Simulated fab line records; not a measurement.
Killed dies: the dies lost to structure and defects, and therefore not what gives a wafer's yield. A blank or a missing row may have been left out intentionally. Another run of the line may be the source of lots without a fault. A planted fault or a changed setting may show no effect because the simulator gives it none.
What tool caused it? | flow gf180mcu | 18 wafers from 6 lots sampled at 4 of the route's 602 steps

## WHAT THE GAUGES READ, wafer by wafer
GF_V5_OVL_MEAS_15.
lot  | measured     | on         | V5_OVL (nm)
L971 | day 28 00:50 | overlay-02 | 2 -1 -3
L974 | day 28 19:08 | overlay-02 | -5 -3 -6
L981 | day 30 21:18 | overlay-01 | 2 2 1
L983 | day 31 14:29 | overlay-02 | 24 24 21
L988 | day 32 23:02 | overlay-02 | -3 -7 -9
L991 | day 33 14:09 | overlay-02 | 8 10 8

## WHICH TOOL RAN EACH LOT (tool, then ch and the chambers of the sampled wafers, then the start)
lot  | GF_M5_METAL_ETCH_10               | GF_V5_CMP_04                  | GF_V5_EXPOSE_11
L971 | rie-metal-02 ch 0,1, day 27 03:21 | cmp-02 ch 0,1,2, day 27 04:20 | krf-scanner-01 ch 0, day 27 14:19
L974 | rie-metal-03 ch 0,1, day 27 22:19 | cmp-01 ch 0,1,3, day 27 23:21 | krf-scanner-02 ch 0, day 28 09:12
L981 | rie-metal-03 ch 1, day 30 01:47   | cmp-02 ch 0,1,3, day 30 02:52 | krf-scanner-01 ch 0, day 30 12:32
L983 | rie-metal-04 ch 0,1, day 30 18:44 | cmp-02 ch 1,2,3, day 30 19:43 | krf-scanner-01 ch 0, day 31 05:30
L988 | rie-metal-03 ch 1, day 32 04:06   | cmp-02 ch 0,1,2, day 32 05:29 | krf-scanner-02 ch 0, day 32 14:17
L991 | rie-metal-02 ch 0,1, day 32 20:30 | cmp-02 ch 1,3, day 32 21:28   | krf-scanner-02 ch 0, day 33 06:31
- GF_M5_METAL_ETCH_10: etches the open film in Cl2/BCl3, stops on SiO2, target depth 750.8 nm, time 125.1 s.
- GF_V5_CMP_04: polishes SiO2.
- GF_V5_EXPOSE_11: exposes mask Via5, target cd 260 nm.

## THE ANSWER, worked out from the rows above alone
Rule: what is usual is taken from the lots themselves. Put in order of their means at a reading, lots are off if they are a third of the lots or fewer, leave a main group of 4 or more, and stand apart from it by a gap of 3 or more times the standard deviation of the main group's means; of several such gaps the widest counts. If all means in a main group match to the digits the tables above print for the reading, that group is not used. A lot without any number at a reading at which 4 lots or more have one is off too. The other lots that the step has rows for count as sound.
Nothing can be told from this: no lot is off at any reading shown.

## WHAT HAD BEEN PUT IN BY THE SIMULATOR
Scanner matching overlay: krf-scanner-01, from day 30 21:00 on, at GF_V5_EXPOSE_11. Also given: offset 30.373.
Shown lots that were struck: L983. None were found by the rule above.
